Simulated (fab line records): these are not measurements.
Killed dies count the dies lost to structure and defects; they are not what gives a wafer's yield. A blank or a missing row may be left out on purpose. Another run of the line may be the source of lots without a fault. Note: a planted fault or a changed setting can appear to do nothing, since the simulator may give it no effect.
Which of the tools did it? ; flow sky130 ; route of 708 steps, sampled at 1 step: 12 lots, 36 wafers

WHAT THE GAUGES SHOWED, per wafer
SKY_FIELD_ISO_THK_MEAS_02.
lot;measured;on;FIELD_ISO_OXIDATION_00_THK (nm)
L075;day 1 17:21;film metro-01;12.58 12.74 12.83
L077;day 2 03:11;film metro-04;12.36 12.20 12.38
L079;day 2 12:50;film metro-04;12.59 12.66 12.73
L081;day 2 22:38;film metro-01;12.20 12.45 12.35
L083;day 3 09:34;film metro-02;12.38 12.56 12.54
L085;day 3 19:45;film metro-01;12.08 11.95 12.18
L087;day 4 05:53;film metro-01;12.51 12.37 12.62
L089;day 4 14:40;film metro-01;12.54 12.71 12.53
L091;day 5 00:44;film metro-01;12.29 12.38 12.41
L093;day 5 10:38;film metro-02;12.33 12.24 12.05
L095;day 5 21:02;film metro-02;12.00 11.91 12.08
L097;day 6 06:58;film metro-02;12.05 12.17 12.20

WHICH TOOL RAN EACH LOT (tool, then ch and the chambers of the sampled wafers, then the start)
No process step before these readings appears in the record.

THE ANSWER, worked out from the rows above alone
Rule: what is usual is taken from the lots themselves. The widest of any qualifying gaps counts: lots, ordered by their means at a reading, are off when they make up no more than a third of the lots, leave a main group of 4 or more, and stand apart from it by 3 or more times the standard deviation of that group's means. A main group is skipped when, at the precision printed for the reading in the tables above, its means are all equal. A lot without any number at a reading at which 4 lots or more have one is off too. Any other lot the step has rows for is counted as sound.
Nothing can be told from this: no lot is off at any reading shown.

WHAT THE SIMULATOR PUT IN
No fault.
